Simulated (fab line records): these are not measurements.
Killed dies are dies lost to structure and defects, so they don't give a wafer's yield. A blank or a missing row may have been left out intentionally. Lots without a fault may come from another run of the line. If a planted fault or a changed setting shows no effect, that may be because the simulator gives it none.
fab line records	flow sky130
[record] lots = 5	wafers = 14	lastDay = 50
route steps=708 shown METAL4@627 VIA4@639 PAD_OPEN@708
lots that met no fault: from a run of the same line without faults
startH: the number of hours between the record's first day and the start of the first shown wafer of the lot	waitH: how many hours have passed since the lot's step before this one	" same as the row above	L1.1+2: several wafers, shown together as one row	- value missing, or start not given	* or withheld: withheld	< > ~ a bound
route shown NAME@n: a module of which the file shows steps, and the number in the route of the first	usual: mean/standard deviation taken from wafers without a fault	same: alike in all rows	chamber/n: place in a boat	sites: the reading at each site	_std_site: the standard deviation of these	_edge_site: the outer-site mean with the inner-site mean subtracted	radiusMm: how far each site lies from the wafer's centre	mask NAME#n: copy n	behind: tool/chamber where the wafer was last shaped	hold: what put the lot on hold/how long, in hours/how the hold closed	device: whichever transistor did not switch (one of n, p or np)	end of line: the same wafers' tests at the end of the route	step lacking rows: just its recipe	killed: not the wafer's yield, but the dies lost to structure and defects at the first sort	map: a wafer's dies, marking killed ones x, the rest . and places with no die _
set.NAME: the run value of the setting; set.NAME@STEP: its run value at that earlier step	model.NAME: the simulator's own value behind a step, which no gauge read
certain route steps with their lots: each step a table, each wafer a row
services: when a tool's chamber went out of use (startH, in hours from the record's first day, below 0 if earlier), for how many hours, and the reason
[[steps]]
[step SKY_METAL4_PEB_11]
[recipe] pebTempC = withheld	pebTimeS = withheld	resist = KrF-thick
[step SKY_METAL4_DEVELOP_12]
[recipe] developTimeS = 60	resist = KrF-thick	devTempC = 21
[step SKY_METAL4_CD_MEAS_13]
[recipe] targetCdNm = 300
[usual] cdNm = 300.0/1.4
lot.wafer	tool	chamber	startH	waitH	cdNm
L857.3	cdSem-01	-	980.00	-	300.2
L857.4	"	-	"	"	298.4
L857.5	"	-	"	"	300.2
L858.1	cdSem-02	-	984.09	-	301.5
L858.2	"	-	"	"	304.1
L858.4	"	-	"	"	302.2
L864.3	cdSem-01	-	1029.50	-	301.2
L864.4	"	-	"	"	301.4
L877.3	cdSem-02	-	1107.10	-	300.1
L877.5	"	-	"	"	299.9
L877.6	"	-	"	"	301.4
L878.1	cdSem-01	-	1112.31	-	300.0
L878.4	"	-	"	"	299.2
L878.5	"	-	"	"	300.0
[step SKY_METAL4_OVL_MEAS_14]
[usual] METAL4_OVL = 3/5.5
lot.wafer	tool	chamber	startH	waitH	METAL4_OVL[nm]
L857.3	overlay-01	-	980.09	0.1	11
L857.4	"	-	"	"	8
L857.5	"	-	"	"	7
L858.1	overlay-02	-	984.21	0.1	0
L858.2	"	-	"	"	1
L858.4	"	-	"	"	-2
L864.3	overlay-01	-	1029.59	0.1	-4
L864.4	"	-	"	"	10
L877.3	overlay-01	-	1107.19	0.1	8
L877.5	"	-	"	"	13
L877.6	"	-	"	"	4
L878.1	overlay-01	-	1112.43	0.1	-3
L878.4	"	-	"	"	7
L878.5	"	-	"	"	8
[step SKY_METAL4_DESCUM_15]
[recipe] chemistry = O2	sourcePowerW = 150	biasPowerW = 0	pressureMtorr = 10	tempC = 40	timeS = 8
[usual] drypumpMotorCurrentA = 5.63/0.29	oesProductAu = 1.000/0.0071	tempC = 40.00/0.11
lot.wafer	tool	chamber	startH	waitH	drypumpMotorCurrentA	oesProductAu	rfHoursCounterH	tempC
L857.3	rieMetal-02	0	980.13	0.0	5.72	0.993	-	39.97
L857.4	"	1	"	"	5.97	1.003	-	40.13
L857.5	"	1	"	"	5.96	0.998	-	40.05
L858.1	rieMetal-04	0	984.24	0.0	5.87	0.995	14	40.13
L858.2	"	1	"	"	5.69	0.997	2	39.93
L858.4	"	1	"	"	5.67	1.001	-	39.88
L864.3	rieMetal-01	1	1029.63	0.0	5.14	0.986	-	39.83
L864.4	"	0	"	"	5.73	0.994	-	39.93
L877.3	rieMetal-04	0	1107.23	0.0	5.86	1.013	-	40.20
L877.5	"	0	"	"	5.86	1.001	-	40.09
L877.6	"	1	"	"	5.68	1.009	-	40.02
L878.1	rieMetal-02	0	1112.47	0.0	5.73	0.998	3	40.01
L878.4	"	0	"	"	5.74	1.003	-	40.12
L878.5	"	0	"	"	5.72	1.008	-	40.01
[step SKY_METAL4_ETCH_16]
[recipe] chemistry = N2/H2	target = BARC	ionEnergyEv = 200	biasW = 100	pressureMtorr = 30	n2FlowSccm = 100	h2FlowSccm = 200	icpW = 500	stopOn = SiO2	timeS = 88.2	targetDepthA = 600
[usual] drypumpMotorCurrentA = 5.64/0.3	oesProductAu = 0.626/0.0047	throttleValvePct = 13.205/0.0091
lot.wafer	tool	chamber	startH	waitH	drypumpMotorCurrentA	oesProductAu	rfHoursCounterH	throttleValvePct
L857.3	rieMetal-02	0	980.18	0.0	5.72	0.626	-	13.198
L857.4	"	1	"	"	5.96	0.630	-	13.204
L857.5	"	1	"	"	5.97	0.626	-	13.177
L858.1	rieMetal-04	0	984.28	0.0	5.90	0.626	14	13.205
L858.2	"	1	"	"	5.70	0.622	2	13.202
L858.4	"	1	"	"	5.71	0.622	-	13.232
L864.3	rieMetal-01	1	1029.68	0.0	5.15	0.624	-	13.231
L864.4	"	0	"	"	5.75	0.633	-	13.193
L877.3	rieMetal-04	0	1107.28	0.0	5.88	0.623	-	13.200
L877.5	"	0	"	"	5.87	0.626	-	13.204
L877.6	"	1	"	"	5.67	0.630	-	13.206
L878.1	rieMetal-02	0	1112.50	0.0	5.71	0.628	3	13.195
L878.4	"	0	"	"	5.74	0.622	-	13.206
L878.5	"	0	"	"	5.74	0.622	-	13.209
[step SKY_METAL4_ETCH_17]
[recipe] target = SiO2	stopOn = TiN	chemistry = C4F8/O2/Ar	sourceW = 1500	biasW = 1200	pressureMtorr = 40	c4f8FlowSccm = withheld	O2_flow_sccm = 6	Ar_flow_sccm = 300	timeS = 3.9	targetDepthA = 150
[usual] oesProductAu = 0.753/0.0069
lot.wafer	tool	chamber	startH	waitH	oesProductAu
L857.3	rieDiel-04	3	980.25	0.0	0.753
L857.4	"	3	"	"	0.737
L857.5	"	1	"	"	0.753
L858.1	rieDiel-04	1	984.37	0.1	0.760
L858.2	"	3	"	"	0.742
L858.4	"	2	"	"	0.755
L864.3	rieDiel-04	0	1029.75	0.0	0.750
L864.4	"	2	"	"	0.755
L877.3	rieDiel-01	1	1107.35	0.0	0.746
L877.5	"	3	"	"	0.751
L877.6	"	2	"	"	0.748
L878.1	rieDiel-04	0	1112.60	0.1	0.746
L878.4	"	1	"	"	0.751
L878.5	"	0	"	"	0.757
[step SKY_METAL4_METAL_ETCH_18]
[recipe] targetDepthA = 8450	stopOn = SiO2	overEtchFrac = 0.3	timeS = 183.1	chemistry = Cl2/BCl3	resistSidewallDeg = 88	pressureMtorr = 10	icpW = 900	biasW = 48.5	Cl2_flow_sccm = 60	bcl3FlowSccm = 30
[usual] drypumpMotorCurrentA = 5.72/0.25	oesProductAu = 0.864/0.0058	throttleValvePct = 22.265/0.0085
lot.wafer	tool	chamber	startH	waitH	drypumpMotorCurrentA	oesProductAu	rfHoursCounterH	throttleValvePct
L857.3	rieMetal-01	0	980.39	0.1	5.73	0.867	-	22.253
L857.4	"	0	"	"	5.73	0.871	-	22.258
L857.5	"	0	"	"	5.72	0.864	-	22.257
L858.1	rieMetal-02	0	984.39	0.0	5.72	0.860	20	22.253
L858.2	"	1	"	"	5.98	0.869	13	22.269
L858.4	"	1	"	"	5.97	0.867	-	22.270
L864.3	rieMetal-02	0	1029.83	0.1	5.72	0.865	-	22.269
L864.4	"	1	"	"	5.99	0.868	-	22.275
L877.3	rieMetal-02	0	1107.43	0.1	5.73	0.854	-	22.269
L877.5	"	0	"	"	5.70	0.866	-	22.270
L877.6	"	1	"	"	5.97	0.849	-	22.259
L878.1	rieMetal-01	0	1112.62	0.0	5.72	0.854	21	22.273
L878.4	"	0	"	"	5.73	0.875	-	22.266
L878.5	"	1	"	"	5.18	0.863	-	22.249
[step SKY_METAL4_STRIP_19]
[recipe] chemistry = O2/N2	powerW = 1400	pressureMtorr = 1500	platenTempC = withheld	o2FlowSccm = 3000	n2FlowSccm = 300	overashFraction = 0.5
[step SKY_METAL4_STRIP_20]
[recipe] chemistry = postEtchResidueRemover	timeS = 1200	tempC = 72.5
[step SKY_METAL4_CLEAN_21]
[recipe] chemistry = IPA	timeS = 180	tempC = 25
[step SKY_METAL4_CLEAN_22]
[recipe] chemistry = O3/DIW	dry = n2Spin
[step SKY_VIA4_HDPCVD_00]
[recipe] material = SiO2	targetThkNm = 1750	sigmaOpenFrac = 0.3	timeS = 291.7	tempC = 400	sih4FlowSccm = 60	pressureMtorr = 6
lot.wafer	tool	chamber	startH	waitH	model.SiO2_of_VIA4_HDPCVD_00.thkNm
L857.3	hdpcvd-02	1	981.46	0.0	1744
L857.4	"	0	"	"	1755
L857.5	"	2	"	"	1751
L858.1	hdpcvd-01	0	985.24	0.0	1761
L858.2	"	1	"	"	1776
L858.4	"	1	"	"	1782
L864.3	hdpcvd-02	1	1030.54	0.0	2288
L864.4	"	1	"	"	2276
L877.3	hdpcvd-01	1	1108.15	0.0	1778
L877.5	"	0	"	"	1765
L877.6	"	2	"	"	1776
L878.1	hdpcvd-02	2	1113.43	0.0	1746
L878.4	"	2	"	"	1735
L878.5	"	1	"	"	1758
[step SKY_VIA4_THK_MEAS_01]
[recipe] reads = SiO2_of_VIA4_HDPCVD_00
[usual] VIA4_HDPCVD_THK = 1743/20
lot.wafer	tool	chamber	startH	waitH	VIA4_HDPCVD_THK[nm]
L857.3	filmMetro-02	-	981.66	0.1	1744
L857.4	"	-	"	"	1755
L857.5	"	-	"	"	1752
L858.1	filmMetro-01	-	985.41	0.1	1763
L858.2	"	-	"	"	1777
L858.4	"	-	"	"	1782
L864.3	filmMetro-04	-	1030.74	0.1	2287
L864.4	"	-	"	"	2275
L877.3	filmMetro-01	-	1108.34	0.1	1778
L877.5	"	-	"	"	1765
L877.6	"	-	"	"	1774
L878.1	filmMetro-01	-	1113.61	0.1	1746
L878.4	"	-	"	"	1735
L878.5	"	-	"	"	1757
[step SKY_VIA4_CMP_02]
[recipe] material = SiO2	downForcePsi = 4	platenRpm = 60	padVelocityMS = 0.94248
[usual] motorCurrentA = 12.4/1.5
lot.wafer	tool	chamber	startH	waitH	motorCurrentA
L857.4	cmp-01	3	981.70	0.0	13.2
L857.3	"	1	"	"	11.2
L857.5	"	3	"	"	13.4
L858.2	cmp-02	0	985.47	0.0	12.4
L858.4	"	2	"	"	14.2
L858.1	"	3	"	"	11.4
L864.3	cmp-01	0	1030.78	0.0	14.9
L864.4	"	2	"	"	11.9
L877.3	cmp-01	2	1108.53	0.2	11.3
L877.5	"	3	"	"	13.3
L877.6	"	0	"	"	14.1
L878.1	cmp-01	3	1113.67	0.1	13.3
L878.4	"	2	"	"	11.9
L878.5	"	3	"	"	13.4
[step SKY_PAD_OPEN_PROBE_99]
[usual] defectLimitedYield = 81.9/1.9	killed_at_M0_to_M3 = 45/7.3	killed_at_M4_up = 3.2/1.8	killedAtContacts = 25/5.5	killedAtFrontEnd = 15/4.2	killedAtOther = 0.3/0.69	killedDies = 89/9.4	killedOpen = 49/6.6	killedShort = 40/6.4	sort_bin_3_pad_short = 0.9/0.43	sort_bin_5_function = 10.7/1.5	sort_bin_6_memory = 6.5/1.2	sortNPass = 403/9.4	sortYieldPct = 81.9/1.9
[same] grossDies = 492	killedAtBackSide = 0	sort_bin_4_leakage[%] = 0	sort_bin_8_speed[%] = 0
lot.wafer	tool	chamber	startH	waitH	defectLimitedYield[%]	killed_at_M0_to_M3	killed_at_M4_up	killedAtContacts	killedAtFrontEnd	killedAtOther	killedDies	killedOpen	killedShort	sort_bin_3_pad_short[%]	sort_bin_5_function[%]	sort_bin_6_memory[%]	sortNPass	sortYieldPct[%]
L858.1	prober-01	-	1080.97	0.1	78.3	48	2	35	20	2	107	55	51	1.2	11.4	9.1	385	78.3
L858.2	prober-01	-	1081.02	0.1	81.1	42	4	31	16	0	93	51	41	0.8	10.2	7.9	399	81.1
L858.4	prober-01	-	1081.12	0.2	83.1	41	3	23	16	0	83	45	36	1.2	9.3	6.3	409	83.1
L864.3	prober-01	-	1120.26	0.2	82.3	41	3	28	15	0	87	42	45	1.2	11.0	5.5	405	82.3
L864.4	prober-01	-	1120.31	0.2	80.9	53	5	23	11	2	94	55	39	0.8	12.6	5.7	398	80.9
// killed by level:class
L858.1 CONTACT:geometricParticle:open=15 VIA1:geometricParticle:open=10 FIELD_ISO:geometricParticle:open=9 LOCAL_INTERCONNECT:geometricParticle:short=7 METAL1:geometricParticle:short=6 METAL2:geometricParticle:short=6 FIELD_ISO:geometricParticle:short=5 CONTACT:geometricParticle:short=5
L858.2 VIA1:geometricParticle:open=16 CONTACT:geometricParticle:open=12 LI_CONTACT:geometricParticle:open=8 FIELD_ISO:geometricParticle:short=7 LI_CONTACT:geometricParticle:short=5 METAL1:geometricParticle:short=5 FIELD_ISO:geometricParticle:open=4 VIA1:geometricParticle:short=4
L858.4 LI_CONTACT:geometricParticle:open=10 CONTACT:geometricParticle:open=9 VIA2:geometricParticle:open=7 VIA3:geometricParticle:open=7 VIA1:geometricParticle:short=6 VIA1:geometricParticle:open=5 FIELD_ISO:geometricParticle:short=4 LI_CONTACT:geometricParticle:short=4
L864.3 CONTACT:geometricParticle:open=9 VIA1:geometricParticle:open=8 LI_CONTACT:geometricParticle:open=7 FIELD_ISO:geometricParticle:open=6 METAL2:geometricParticle:short=6 LI_CONTACT:geometricParticle:short=5 METAL1:geometricParticle:short=5 VIA1:geometricParticle:short=5
L864.4 VIA2:geometricParticle:open=15 CONTACT:geometricParticle:open=8 VIA1:geometricParticle:open=8 METAL2:geometricParticle:short=8 VIA3:geometricParticle:open=7 LI_CONTACT:geometricParticle:open=5 METAL1:geometricParticle:short=5 VIA2:geometricParticle:short=5
[[services]]
tool	chamber	startH	hours	kind
rieDiel-04	2	958.07	9.2	repair
cmp-02	-	961.86	6.1	pm
cmp-01	-	965.04	0.6	repair
cmp-01	-	972.90	2.6	repair
hdpcvd-01	-	976.82	0.7	repair
cmp-01	-	978.63	0.7	repair
rieDiel-04	2	978.66	3.6	repair
cmp-01	-	984.52	3.8	repair
rieDiel-04	3	995.21	3.6	repair
cmp-02	-	1012.22	0.5	repair
hdpcvd-01	-	1014.82	3.8	repair
cmp-02	-	1027.01	4.1	repair
rieMetal-01	-	1027.03	0.1	repair
rieMetal-04	-	1030.24	0.2	repair
cmp-01	-	1035.06	3.6	pm
cmp-02	-	1036.39	4.0	repair
cmp-02	-	1036.78	0.8	repair
rieMetal-01	0	1041.03	5.6	repair
rieMetal-01	-	1057.35	1.4	pm
rieMetal-02	0	1062.51	-	clean
rieMetal-02	0	1062.51	15.9	scheduledDown
rieMetal-02	0	1062.51	15.9	ventCycle
cmp-02	-	1078.01	6.1	pm
cmp-02	-	1084.15	4.0	pm
[[key]]
[firstSign] step = SKY_VIA4_THK_MEAS_01	reading = VIA4_HDPCVD_THK	direction = up	sigmas = 26	usual = 1743	struck = 2281
effect none on later readings
[modelEffect] step = SKY_VIA4_HDPCVD_00	value = SiO2_of_VIA4_HDPCVD_00.thkNm	without = 1722	struck = 2282
metAt SKY_VIA4_HDPCVD_00
struckWafers L864.3,L864.4
onsetBetween 981.46 1030.54
alsoFits SKY_METAL4_DESCUM_15:rieMetal-01,SKY_METAL4_ETCH_16:rieMetal-01
[fault] kind = processParameterDrift	tool = hdpcvd-02	chamber = -	onsetH = 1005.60	steps = SKY_VIA4_HDPCVD_00	channel = targetThkNm	offset = 560.16	shape = step	endH = 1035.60	scope = struckWafersOnly	actsIn = theseRecipesOnly	stated = 1750
